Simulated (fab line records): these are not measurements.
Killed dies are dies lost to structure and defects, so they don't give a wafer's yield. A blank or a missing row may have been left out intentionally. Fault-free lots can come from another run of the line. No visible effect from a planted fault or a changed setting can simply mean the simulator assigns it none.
Chamber matching | flow gf180mcu | 4 sister chambers for GF_V2_CMP_04 on cmp-02
The step polishes SiO2. 14 wafers are shown with their chamber, then 7 later ones without.

## WAFERS WITH THEIR CHAMBER
wafer  | chamber | motor-current-A (A) | slurry-filter-dp-kPa (kPa) | slurry-flow-ml-min
L460.2 | 2       | 11.5                | 13.52                      | 149.5
L460.3 | 0       | 14.9                | 13.35                      | 150.4
L460.5 | 1       | 9.1                 | 13.54                      | 149.8
L462.1 | 2       | 11.6                | 13.41                      | 149.5
L462.3 | 3       | 11.1                | 13.52                      | 150.2
L462.4 | 0       | 14.4                | 13.44                      | 150.3
L465.1 | 1       | 8.8                 | 13.44                      | 150.1
L465.3 | 0       | 13.8                | 13.77                      | 149.4
L465.5 | 1       | 9.0                 | 13.28                      | 150.4
L468.1 | 0       | 14.6                | 13.34                      | 150.1
L468.3 | 1       | 9.5                 | 13.37                      | 148.9
L468.6 | 0       | 14.5                | 13.56                      | 149.8
L470.2 | 3       | 10.8                | 13.65                      | 148.9
L470.5 | 2       | 12.0                | 13.33                      | 150.5

SIGNATURES (means of the wafers above)
reading              | chamber 0 | chamber 1 | chamber 2 | chamber 3 | scatter within a chamber
motor-current-A      | 14.440    | 9.100     | 11.700    | 10.950    | 0.331
slurry-filter-dp-kPa | 13.4920   | 13.4075   | 13.4200   | 13.5850   | 0.138
slurry-flow-ml-min   | 150.000   | 149.800   | 149.833   | 149.550   | 0.586
Rule: for each reading, subtract the chamber's mean from the wafer's reading, divide by that reading's scatter and square the result; add these up over the readings and take the root, which gives the wafer's distance from the chamber. The wafer belongs to the nearest chamber; if the next one is less than 2 further off, it can't be placed. The scatter is the square root of a quotient: the sum, over the shown wafers, of each reading's squared deviation from its chamber's mean, divided by wafers minus chambers.

## WAFERS WHOSE CHAMBER IS MISSING
wafer  | motor-current-A (A) | slurry-filter-dp-kPa (kPa) | slurry-flow-ml-min
L470.6 | 9.0                 | 13.51                      | 151.1
L475.1 | 10.8                | 13.64                      | 150.0
L475.5 | 11.9                | 13.46                      | 150.2
L475.6 | 9.7                 | 13.28                      | 149.0
L480.1 | 11.1                | 13.47                      | 149.9
L480.2 | 10.1                | 13.13                      | 149.1
L480.4 | 9.0                 | 13.52                      | 149.2

## WHICH CHAMBER EACH WENT THROUGH
wafer  | from the rows above          | in truth
L470.6 | 1                            | 1
L475.1 | 3                            | 3
L475.5 | 2                            | 2
L475.6 | 1                            | 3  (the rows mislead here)
L480.1 | can't be placed: 3 or 2      | 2
L480.2 | can't be placed: 1 or 3 or 2 | 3
L480.4 | 1                            | 1
Placed correctly: 4 of 7. Not placeable from these rows: 2 (in 2, the candidates include the true chamber). Placed wrongly: 1.
